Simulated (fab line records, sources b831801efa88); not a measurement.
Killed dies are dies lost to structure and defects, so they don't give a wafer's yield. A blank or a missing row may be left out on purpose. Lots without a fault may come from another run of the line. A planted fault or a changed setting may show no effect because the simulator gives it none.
Which tool did it? | flow sky130 | 13 lots, 39 wafers sampled, at 5 steps of a route of 708

WHAT THE GAUGES READ, wafer by wafer
The record holds no reading of a measuring or inspecting step that can be judged against a usual standard deviation.

WHICH TOOL RAN EACH LOT (tool, then ch and the chambers of the sampled wafers, then the start)
lot  | SKY_VT_ADJUST_LVTN_STRIP_20          | SKY_METAL3_SPUTTER_03        | SKY_VIA3_CMP_24               | SKY_METAL4_SPUTTER_03        | SKY_PAD_OPEN_PROBE_99
L405 | plasma_asher-03 ch 0,1, day 7 17:09  | pvd_sputter-03, day 36 03:49 | cmp-01 ch 0,2, day 39 12:49   | pvd_sputter-03, day 39 13:13 | -
L406 | plasma_asher-03 ch 0,1, day 8 00:20  | pvd_sputter-04, day 36 19:59 | cmp-01 ch 0,3, day 40 03:14   | pvd_sputter-02, day 40 03:37 | -
L407 | plasma_asher-03 ch 0,1, day 8 05:35  | pvd_sputter-04, day 36 23:40 | cmp-01 ch 1,2,3, day 40 07:44 | pvd_sputter-03, day 40 08:08 | -
L408 | plasma_asher-03 ch 0,1, day 8 11:47  | pvd_sputter-04, day 37 05:25 | cmp-02 ch 0,1, day 40 13:11   | pvd_sputter-03, day 40 13:34 | -
L409 | plasma_asher-01 ch 0,1, day 8 23:33  | pvd_sputter-01, day 37 13:08 | cmp-01 ch 0,1,3, day 40 19:28 | pvd_sputter-04, day 40 19:50 | -
L410 | plasma_asher-04 ch 0,1, day 9 01:41  | pvd_sputter-04, day 38 01:07 | cmp-01 ch 0,2,3, day 41 06:49 | pvd_sputter-03, day 41 07:12 | -
L411 | plasma_asher-03 ch 0,1, day 9 08:11  | pvd_sputter-04, day 38 04:26 | cmp-02 ch 0,1, day 41 10:24   | pvd_sputter-04, day 41 10:47 | -
L413 | plasma_asher-04 ch 0,1, day 10 00:38 | pvd_sputter-01, day 39 01:55 | cmp-01 ch 0,1,3, day 42 06:53 | pvd_sputter-03, day 42 07:07 | -
L415 | plasma_asher-03 ch 0,1, day 10 12:39 | pvd_sputter-01, day 39 14:23 | cmp-01 ch 2,3, day 42 18:50   | pvd_sputter-03, day 42 19:14 | -
L416 | plasma_asher-04 ch 0,1, day 10 21:38 | pvd_sputter-04, day 40 01:46 | cmp-02 ch 0,2,3, day 43 05:13 | pvd_sputter-04, day 43 05:30 | -
L426 | plasma_asher-03 ch 0,1, day 14 21:05 | pvd_sputter-01, day 43 22:14 | cmp-02 ch 0,1,3, day 46 19:14 | pvd_sputter-03, day 46 19:31 | prober-01, day 51 09:21
L428 | plasma_asher-01 ch 0,1, day 14 21:45 | pvd_sputter-03, day 43 15:50 | cmp-01 ch 1,3, day 46 11:56   | pvd_sputter-02, day 46 12:19 | -
L427 | plasma_asher-03 ch 0,1, day 14 21:50 | pvd_sputter-04, day 43 17:34 | cmp-02 ch 1,3, day 46 14:07   | pvd_sputter-02, day 46 14:31 | prober-01, day 51 05:06
- SKY_VT_ADJUST_LVTN_STRIP_20: strips in O2/N2.
- SKY_METAL3_SPUTTER_03: material Ti, target thk 5 nm, time 3.3 s.
- SKY_VIA3_CMP_24: polishes, stops on SiO2, t overpolish 20 s, target thk 0 nm.
- SKY_METAL4_SPUTTER_03: material Ti, target thk 5 nm, time 3.3 s.
- SKY_PAD_OPEN_PROBE_99

WHAT THE TOOLS THEMSELVES READ (means of the sampled wafers that have a number; where no wafer has one, the mark that the record gives instead)
SKY_VT_ADJUST_LVTN_STRIP_20. Usual: drypump_motor_current_A 5.75 A, standard deviation 0.25; oes_product_au 0.716 a.u., standard deviation 0.0046; strip_time_to_endpoint_s 14.16 s, standard deviation 0.034.
lot  | tool            | drypump_motor_current_A (A) | oes_product_au (a.u.) | strip_time_to_endpoint_s (s) | flag
L405 | plasma_asher-03 | 5.84                        | 0.714                 | 14.17                        |
L406 | plasma_asher-03 | 5.94                        | 0.714                 | 14.16                        |
L407 | plasma_asher-03 | 5.95                        | 0.718                 | 14.18                        |
L408 | plasma_asher-03 | 5.81                        | 0.713                 | 14.21                        |
L409 | plasma_asher-01 | 5.44                        | 0.710                 | 14.15                        |
L410 | plasma_asher-04 | 5.81                        | 0.719                 | 14.14                        |
L411 | plasma_asher-03 | 5.81                        | 0.715                 | 14.16                        |
L413 | plasma_asher-04 | 5.78                        | 0.716                 | 14.17                        |
L415 | plasma_asher-03 | 5.81                        | 0.713                 | 14.22                        |
L416 | plasma_asher-04 | 5.65                        | 0.721                 | 14.12                        |
L426 | plasma_asher-03 | 5.97                        | 0.714                 | 14.12                        |
L428 | plasma_asher-01 | 5.45                        | 0.710                 | 14.20                        |
L427 | plasma_asher-03 | 5.81                        | 0.714                 | 14.15                        |

SKY_METAL3_SPUTTER_03. Usual: throttle_valve_pct 29.4 %, standard deviation 1.
lot  | tool           | throttle_valve_pct (%) | flag
L405 | pvd_sputter-03 | 30.3                   |
L406 | pvd_sputter-04 | 30.5                   |
L407 | pvd_sputter-04 | 29.8                   |
L408 | pvd_sputter-04 | 30.7                   |
L409 | pvd_sputter-01 | 28.2                   |
L410 | pvd_sputter-04 | 30.1                   |
L411 | pvd_sputter-04 | 30.7                   |
L413 | pvd_sputter-01 | 29.7                   |
L415 | pvd_sputter-01 | 29.7                   |
L416 | pvd_sputter-04 | 30.7                   |
L426 | pvd_sputter-01 | 29.1                   |
L428 | pvd_sputter-03 | 29.2                   |
L427 | pvd_sputter-04 | 29.1                   |

SKY_VIA3_CMP_24. Usual: motor_current_A 11.2 A, standard deviation 1.6; overpolish_run_s 20.000 s, standard deviation 0.0089; time_to_endpoint_s 93 s, standard deviation 5.6.
lot  | tool   | motor_current_A (A) | overpolish_run_s (s) | time_to_endpoint_s (s) | flag
L405 | cmp-01 | 11.5                | 19.992               | 97                     |
L406 | cmp-01 | 12.3                | 20.003               | 97                     |
L407 | cmp-01 | 10.6                | 20.000               | 91                     |
L408 | cmp-02 | 10.9                | 20.002               | 99                     |
L409 | cmp-01 | 11.7                | 19.996               | 90                     |
L410 | cmp-01 | 10.9                | 19.997               | 94                     |
L411 | cmp-02 | 10.5                | 19.997               | 95                     |
L413 | cmp-01 | 11.6                | 20.002               | 92                     |
L415 | cmp-01 | 9.5                 | 20.001               | 99                     |
L416 | cmp-02 | 10.8                | 19.996               | 87                     |
L426 | cmp-02 | 10.5                | 20.009               | 90                     |
L428 | cmp-01 | 10.8                | 19.996               | 88                     |
L427 | cmp-02 | 10.2                | 20.005               | 91                     |

SKY_METAL4_SPUTTER_03. Usual: throttle_valve_pct 29.7 %, standard deviation 0.83.
lot  | tool           | throttle_valve_pct (%) | flag
L405 | pvd_sputter-03 | 30.3                   |
L406 | pvd_sputter-02 | 29.8                   |
L407 | pvd_sputter-03 | 29.9                   |
L408 | pvd_sputter-03 | 29.7                   |
L409 | pvd_sputter-04 | 30.1                   |
L410 | pvd_sputter-03 | 29.5                   |
L411 | pvd_sputter-04 | 29.0                   |
L413 | pvd_sputter-03 | 29.8                   |
L415 | pvd_sputter-03 | 29.9                   |
L416 | pvd_sputter-04 | 29.0                   |
L426 | pvd_sputter-03 | 30.0                   |
L428 | pvd_sputter-02 | 29.8                   |
L427 | pvd_sputter-02 | 29.4                   |

SKY_PAD_OPEN_PROBE_99. Usual: killed_at_M0_to_M3 42, standard deviation 6.6; killed_at_M4_up 3.1, standard deviation 1.9; killed_at_contacts 24, standard deviation 5.6; killed_at_front_end 15, standard deviation 4.8; killed_at_other 0.3, standard deviation 0.48; killed_dies 84, standard deviation 10; killed_open 47, standard deviation 6.8; killed_short 37, standard deviation 6.8.
lot  | tool      | killed_at_M0_to_M3 | killed_at_M4_up | killed_at_contacts | killed_at_front_end | killed_at_other | killed_dies | killed_open | killed_short | flag
L426 | prober-01 | 43                 | 3.0             | 20                 | 30                  | 0.0             | 96          | 44          | 35           | OFF
L427 | prober-01 | 47                 | 3.7             | 26                 | 44                  | 0.3             | 122         | 48          | 44           | OFF

THE ANSWER, worked out from the rows above alone
Rule: a lot is off if the mean of its wafers that have a number lies more than 3 standard deviations from the usual mean. A lot without any number at a reading at which 4 lots or more have one is off too. The other lots that the step has rows for count as sound. The gauges are gone through in route order, then the tools' own readings, and for those a lot's mean is taken as printed above. The first step at which some lot is off is used, and at that step the reading that is off furthest; a lot without a number counts as furthest.
Off: L426, L427, at SKY_PAD_OPEN_PROBE_99 (killed_at_front_end). Neither off nor sound, because the step has no rows for them: L405, L406, L407, L408, L409, L410, L411, L413, L415, L416, L428.
A tool fits if, at that step or a process step before it, it ran every lot that is off, and no sound lot after the first of them. Can't be told from this: 3 tools fit, plasma_asher-03 at SKY_VT_ADJUST_LVTN_STRIP_20, cmp-02 at SKY_VIA3_CMP_24, prober-01 at SKY_PAD_OPEN_PROBE_99.

WHAT THE SIMULATOR HAD PUT IN
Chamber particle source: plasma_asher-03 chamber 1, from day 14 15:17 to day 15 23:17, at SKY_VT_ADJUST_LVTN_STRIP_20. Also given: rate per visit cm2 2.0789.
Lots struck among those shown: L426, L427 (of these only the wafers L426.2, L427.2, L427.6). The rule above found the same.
